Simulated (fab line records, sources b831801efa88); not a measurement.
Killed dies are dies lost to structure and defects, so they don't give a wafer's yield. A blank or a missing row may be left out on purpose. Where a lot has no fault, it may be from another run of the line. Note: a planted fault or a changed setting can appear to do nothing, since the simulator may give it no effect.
The tool behind it: which one? | flow sky130 | Sampling: 13 lots, 39 wafers, 4 of 708 route steps

## WHAT EACH GAUGE READ, for each wafer
SKY_VT_ADJUST_HVTP_TW_MEAS_11.
lot  | measured     | on           | VT_ADJUST_HVTP_TW
L768 | day 6 07:45  | filmMetro-02 | 1354 1356 1363
L769 | day 6 09:16  | filmMetro-02 | 1356 1350 1358
L772 | day 7 05:24  | filmMetro-01 | 1377 1378 1380
L773 | day 7 10:34  | filmMetro-04 | 1335 1343 1344
L774 | day 7 17:27  | filmMetro-02 | 1357 1356 1356
L775 | day 8 02:58  | filmMetro-02 | 1354 1362 1358
L779 | day 9 00:46  | filmMetro-01 | 1370 1375 1372
L783 | day 9 23:40  | filmMetro-01 | 1368 1366 1372
L785 | day 10 11:06 | filmMetro-01 | 1349 1348 1351
L787 | day 11 04:00 | filmMetro-01 | 1351 1354 1342
L789 | day 11 16:40 | filmMetro-01 | 1349 1353 1346
L790 | day 11 22:01 | filmMetro-01 | 1348 1358 1358
L791 | day 12 06:44 | filmMetro-02 | 1353 1347 1354

SKY_VT_ADJUST_LVTN_TW_MEAS_10.
lot  | measured     | on           | VT_ADJUST_LVTN_TW
L768 | day 7 03:35  | filmMetro-01 | 245.0 244.2 244.0
L769 | day 7 04:44  | filmMetro-01 | 244.4 244.0 245.0
L772 | day 8 01:19  | filmMetro-02 | 241.5 241.2 241.9
L773 | day 8 06:24  | filmMetro-01 | 242.1 243.7 243.2
L774 | day 8 13:56  | filmMetro-01 | 241.9 243.3 244.0
L775 | day 9 00:20  | filmMetro-02 | 241.7 241.8 240.9
L779 | day 9 23:02  | filmMetro-01 | 244.0 245.1 244.2
L783 | day 10 22:20 | filmMetro-01 | 241.8 239.1 240.4
L785 | day 11 10:14 | filmMetro-02 | 242.1 242.4 242.5
L787 | day 12 05:04 | filmMetro-03 | 238.9 238.3 237.5
L789 | day 12 17:41 | filmMetro-03 | 237.7 238.3 238.6
L790 | day 12 22:48 | filmMetro-03 | 238.8 239.6 238.4
L791 | day 13 08:08 | filmMetro-01 | 240.8 241.0 241.7

SKY_VT_ADJUST_LVTN_OVL_MEAS_18.
lot  | measured     | on         | VT_ADJUST_LVTN_01_OVL (nm)
L768 | day 7 22:53  | overlay-01 | -0.2 0.6 0.3
L769 | day 8 00:41  | overlay-01 | -0.8 1.1 1.3
L772 | day 8 23:11  | overlay-01 | 2.4 2.8 -1.0
L773 | day 9 03:50  | overlay-02 | 2.5 2.8 0.7
L774 | day 9 11:29  | overlay-01 | -1.0 -0.6 0.7
L775 | day 9 22:27  | overlay-02 | 2.8 2.6 2.1
L779 | day 10 20:48 | overlay-02 | 1.2 0.0 0.8
L783 | day 11 21:51 | overlay-02 | 2.7 2.4 2.3
L785 | day 12 10:50 | overlay-02 | 0.6 3.2 1.6
L787 | day 13 06:03 | overlay-02 | -0.2 -1.1 -0.1
L789 | day 13 19:21 | overlay-02 | 1.1 1.3 2.1
L790 | day 13 23:58 | overlay-01 | -0.6 -0.9 -0.2
L791 | day 14 10:09 | overlay-01 | 2.7 2.5 1.6

## TOOL THAT RAN EACH LOT (tool first, then ch and the chambers of the sampled wafers, then the start)
lot  | SKY_VT_ADJUST_LVTN_SOFTBAKE_14
L768 | lithoTrack-04 ch 0, day 7 12:31
L769 | lithoTrack-04 ch 0, day 7 14:22
L772 | lithoTrack-02 ch 0, day 8 11:47
L773 | lithoTrack-04 ch 0, day 8 17:00
L774 | lithoTrack-02 ch 0, day 9 00:47
L775 | lithoTrack-02 ch 0, day 9 11:04
L779 | lithoTrack-02 ch 0, day 10 09:40
L783 | lithoTrack-04 ch 0, day 11 09:27
L785 | lithoTrack-04 ch 0, day 11 22:24
L787 | lithoTrack-04 ch 0, day 12 17:18
L789 | lithoTrack-04 ch 0, day 13 06:16
L790 | lithoTrack-01 ch 0, day 13 11:36
L791 | lithoTrack-02 ch 0, day 13 21:02
- SKY_VT_ADJUST_LVTN_SOFTBAKE_14: time 60 s.

## AS READ BY THE TOOLS THEMSELVES (means over the sampled wafers that have a number; for cases with no such wafer, the mark the record gives instead)
SKY_VT_ADJUST_LVTN_SOFTBAKE_14.
lot  | tool          | runLengthS (s)
L768 | lithoTrack-04 | 89.44
L769 | lithoTrack-04 | 89.35
L772 | lithoTrack-02 | 88.93
L773 | lithoTrack-04 | 89.33
L774 | lithoTrack-02 | 89.11
L775 | lithoTrack-02 | 100.19
L779 | lithoTrack-02 | 100.29
L783 | lithoTrack-04 | 89.20
L785 | lithoTrack-04 | 89.31
L787 | lithoTrack-04 | 89.19
L789 | lithoTrack-04 | 89.23
L790 | lithoTrack-01 | 89.37
L791 | lithoTrack-02 | 88.88

## THE ANSWER, worked out from the rows above alone
Rule: usual is defined by the lots themselves. The widest of any qualifying gaps counts: lots, ordered by their means at a reading, are off when they make up no more than a third of the lots, leave a main group of 4 or more, and stand apart from it by 3 or more times the standard deviation of that group's means. The tables above print the reading to a certain number of digits; a main group whose means all agree to those digits is not used. A lot without any number at a reading at which 4 lots or more have one is off too. All remaining lots with rows at the step are treated as sound. First the gauges in route order, then the tools' own readings, where a lot's mean is used as printed above. The first step at which some lot is off is used, and at that step the reading that is off furthest; a lot without a number counts as furthest.
Off, at SKY_VT_ADJUST_LVTN_SOFTBAKE_14 on runLengthS: L775, L779. The main group: mean 89.21 s, standard deviation 0.17.
A tool fits if, at that step or a process step before it, it ran every lot that is off, and no sound lot after the first of them. None of those tried fits.

## WHAT THE SIMULATOR HAD INSERTED
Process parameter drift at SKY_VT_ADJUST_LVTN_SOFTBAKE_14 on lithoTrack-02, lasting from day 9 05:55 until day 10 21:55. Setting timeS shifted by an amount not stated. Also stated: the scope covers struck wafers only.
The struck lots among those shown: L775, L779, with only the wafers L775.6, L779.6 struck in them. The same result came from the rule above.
